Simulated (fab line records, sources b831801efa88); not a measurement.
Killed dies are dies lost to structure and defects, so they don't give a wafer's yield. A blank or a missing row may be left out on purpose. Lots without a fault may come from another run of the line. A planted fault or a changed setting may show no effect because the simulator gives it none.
Chamber matching | flow sky130 | SKY_PASSIVATION_CVD_02 on pecvd-02: 3 sister chambers
The step deposits Si3N4, target thk 540 nm. 6 wafers are shown with their chamber, then 12 later ones without.

WAFERS WITH THEIR CHAMBER
wafer  | chamber | heater_power_w (W) | rf_fwd_power_W (W)
L085.4 | 0       | 526                | 448.7
L087.3 | 0       | 531                | 447.7
L087.5 | 1       | 698                | 451.2
L089.1 | 2       | 626                | 451.8
L089.5 | 1       | 762                | 448.3
L089.6 | 2       | 656                | 452.3

WAFERS WITHOUT THEIR CHAMBER
wafer  | heater_power_w (W) | rf_fwd_power_W (W)
L091.1 | 544                | 447.7
L091.5 | 579                | 449.2
L091.6 | 818                | 445.7
L092.3 | 684                | 449.5
L092.5 | 526                | 447.6
L092.6 | 810                | 448.5
L093.2 | 608                | 450.4
L093.3 | 787                | 446.7
L093.5 | 474                | 449.9
L094.1 | 497                | 450.0
L094.3 | 641                | 451.2
L094.6 | 821                | 450.8

WHICH CHAMBER EACH WENT THROUGH
wafer  | from the rows above     | in truth
L091.1 | 0                       | 0
L091.5 | can't be placed: 0 or 2 | 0
L091.6 | 1                       | 1
L092.3 | can't be placed: 1 or 2 | 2
L092.5 | 0                       | 0
L092.6 | 1                       | 1
L093.2 | can't be placed: 2 or 0 | 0
L093.3 | 1                       | 1
L093.5 | 0                       | 0
L094.1 | 0                       | 0
L094.3 | 2                       | 2
L094.6 | 1                       | 1
Placed correctly: 9 of 12. Can't be placed from these rows: 3 (the true chamber is among the candidates in 3). Placed wrongly: 0.
How it was worked out, from the rows above alone: a wafer's distance from a chamber is the root of the sum, over the readings, of the square of ((its reading less the chamber's mean) divided by the reading's scatter). The wafer belongs to the nearest chamber; if the next one is less than 2 further off, it can't be placed. A chamber's mean is the mean of its shown wafers. The scatter: the root of (the sum of the squares of (reading less its chamber's mean) over the shown wafers, divided by (wafers less chambers)).
